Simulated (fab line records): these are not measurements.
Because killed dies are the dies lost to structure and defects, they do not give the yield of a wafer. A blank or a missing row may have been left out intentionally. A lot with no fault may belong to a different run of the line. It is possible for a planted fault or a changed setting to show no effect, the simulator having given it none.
Matching of chambers | flow sky130 | rie diel-04 running SKY_VIA1_ETCH_15: 4 sister chambers
The step etches SiO2 in C4F8/O2/Ar, stops on TiN, target depth 351 nm, time 54 s. 14 wafers are shown with their chamber, then 7 later ones without.

== WAFERS WITH THEIR CHAMBER ==
wafer  | chamber | bias w (W) | oes product au (a.u.)
L074.4 | 2       | 1199       | 0.967
L074.5 | 3       | 1204       | 0.978
L074.6 | 2       | 1196       | 0.981
L077.1 | 1       | 1201       | 0.982
L077.2 | 2       | 1197       | 0.987
L077.3 | 3       | 1203       | 0.983
L079.2 | 1       | 1202       | 0.990
L079.3 | 0       | 1198       | 0.991
L079.6 | 3       | 1203       | 0.988
L080.3 | 1       | 1200       | 0.980
L080.4 | 3       | 1193       | 0.978
L080.5 | 2       | 1199       | 0.991
L082.1 | 3       | 1206       | 0.980
L082.3 | 1       | 1200       | 0.990

SIGNATURES, as means of the wafers listed above
reading        | chamber 0 | chamber 1 | chamber 2 | chamber 3 | scatter within a chamber
bias w         | 1198.00   | 1200.75   | 1197.75   | 1201.80   | 3.35
oes product au | 0.99100   | 0.98550   | 0.98150   | 0.98140   | 0.00697
Rule: for each reading, subtract the chamber's mean from the wafer's reading, divide by that reading's scatter and square the result; add these up over the readings and take the root, which gives the wafer's distance from the chamber. If the next closest chamber is less than 2 further off than the closest, the wafer can't be placed; otherwise it belongs to the closest. The scatter is the square root of a quotient: the sum, over the shown wafers, of each reading's squared deviation from its chamber's mean, divided by wafers minus chambers.

== WAFERS WITHOUT THEIR CHAMBER ==
wafer  | bias w (W) | oes product au (a.u.)
L082.6 | 1205       | 0.981
L084.1 | 1197       | 0.980
L084.3 | 1199       | 0.978
L084.6 | 1196       | 0.978
L087.3 | 1206       | 0.982
L087.5 | 1196       | 0.986
L087.6 | 1201       | 0.989

== EACH ONE'S CHAMBER ==
wafer  | from the rows above               | in truth
L082.6 | can't be placed: 3 or 1 or 2 or 0 | 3
L084.1 | can't be placed: 2 or 1 or 3 or 0 | 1
L084.3 | can't be placed: 2 or 3 or 1 or 0 | 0
L084.6 | can't be placed: 2 or 1 or 3 or 0 | 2
L087.3 | can't be placed: 3 or 1 or 2 or 0 | 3
L087.5 | can't be placed: 2 or 0 or 1 or 3 | 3
L087.6 | can't be placed: 1 or 0 or 3 or 2 | 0
Correct placement for 0 of the 7. Cannot be placed on the basis of these rows: 7; the candidates contain the true chamber in 7. Wrongly placed: 0.
